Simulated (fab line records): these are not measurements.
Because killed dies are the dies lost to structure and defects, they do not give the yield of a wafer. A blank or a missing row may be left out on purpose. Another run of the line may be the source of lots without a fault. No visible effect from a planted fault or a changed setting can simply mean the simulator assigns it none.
A single fault, viewed from 2 desks	flow gf180mcu	every desk sees just its own numbers, and what lay behind them comes last

DESK OF THE TOOL OWNER: pvdSputter-03
The tool's own readings at GF_V5_SPUTTER_22 (material TiN, target thk 10 nm, time 40 s): means of the sampled wafers that have a number, for each lot that ran on this tool. A lot is out of limits, marked OUT, if its mean lies more than 4 standard deviations from the usual mean; the brackets give that distance.
Columns: A = throttleValvePct at GF_V5_SPUTTER_22, usual 29.9 %
lot	first seen here	A
L103	day 28 02:21	30.7
L105	day 28 21:15	30.8
L107	day 29 17:49	29.7
L109	day 29 22:17	29.9
L110	day 30 10:22	30.4
L111	day 30 17:14	30.5
L113	day 31 04:02	30.3
L123	day 33 14:17	30.0
This desk found nothing out of limits on any of the 8 lots.

AT THE METROLOGY DESK
Means of the sampled wafers that have a number, per lot and without regard to the tool the lot ran on: this is what the gauges read. A lot is out of limits, marked OUT, if its mean lies more than 4 standard deviations from the usual mean; the brackets give that distance.
Columns: A = TOP_METAL_ALCU_THK at GF_TOP_METAL_THK_MEAS_06, usual 929 nm
lot	first seen here	A
L100	day 27 02:53	917
L101	day 27 14:25	920
L103	day 28 03:20	932
L105	day 28 22:14	934
L107	day 29 18:49	934
L108	day 29 19:13	927
L109	day 29 23:16	935
L110	day 30 11:20	935
L111	day 30 18:20	923
L113	day 31 05:01	938
L119	day 32 16:50	918
L120	day 32 19:59	936
L121	day 33 07:02	918
L123	day 33 16:38	925
This desk found nothing out of limits on any of the 14 lots.

ALL TOGETHER
The tool owner's desk saw nothing out of limits.
From the metrology desk's view, nothing was out of limits.

WHAT WAS PUT IN BY THE SIMULATOR
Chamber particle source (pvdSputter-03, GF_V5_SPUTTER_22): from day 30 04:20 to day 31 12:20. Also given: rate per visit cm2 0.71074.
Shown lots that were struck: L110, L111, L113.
